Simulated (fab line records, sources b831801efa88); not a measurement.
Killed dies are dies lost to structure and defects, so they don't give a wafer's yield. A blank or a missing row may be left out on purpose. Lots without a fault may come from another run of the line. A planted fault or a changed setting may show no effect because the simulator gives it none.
Chamber matching | flow sfq_line | SFQ_TRILAYER_I0_CMP_CMP_028 on cmp-02: 4 sister chambers
The step polishes SiO2. 8 wafers are shown with their chamber, then 9 later ones without.

WAFERS WITH THEIR CHAMBER
wafer  | chamber | motor_current_A (A) | time_to_endpoint_s (s)
L785.1 | 3       | 7.8                 | 215
L787.6 | 3       | 7.7                 | 219
L788.2 | 0       | 11.1                | 210
L799.4 | 1       | 11.4                | 205
L799.5 | 2       | 9.8                 | 215
L800.1 | 2       | 9.9                 | 213
L800.2 | 1       | 11.2                | 212
L800.4 | 0       | 11.0                | 209

WAFERS WITHOUT THEIR CHAMBER
wafer  | motor_current_A (A) | time_to_endpoint_s (s)
L801.3 | 7.7                 | 211
L801.2 | 9.8                 | 213
L801.5 | 7.4                 | 217
L804.3 | 11.2                | 214
L804.5 | 7.8                 | 220
L804.6 | 9.7                 | 221
L805.2 | 10.2                | 215
L805.3 | 7.9                 | 219
L805.6 | 9.9                 | 225

WHICH CHAMBER EACH WENT THROUGH
wafer  | from the rows above     | in truth
L801.3 | 3                       | 3
L801.2 | 2                       | 2
L801.5 | 3                       | 3
L804.3 | can't be placed: 1 or 0 | 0
L804.5 | 3                       | 3
L804.6 | 2                       | 2
L805.2 | 2                       | 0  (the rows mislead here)
L805.3 | 3                       | 3
L805.6 | 2                       | 2
Placed correctly: 7 of 9. Can't be placed from these rows: 1 (the true chamber is among the candidates in 1). Placed wrongly: 1.
How it was worked out, from the rows above alone: a wafer's distance from a chamber is the root of the sum, over the readings, of the square of ((its reading less the chamber's mean) divided by the reading's scatter). The wafer belongs to the nearest chamber; if the next one is less than 2 further off, it can't be placed. A chamber's mean is the mean of its shown wafers. The scatter: the root of (the sum of the squares of (reading less its chamber's mean) over the shown wafers, divided by (wafers less chambers)).
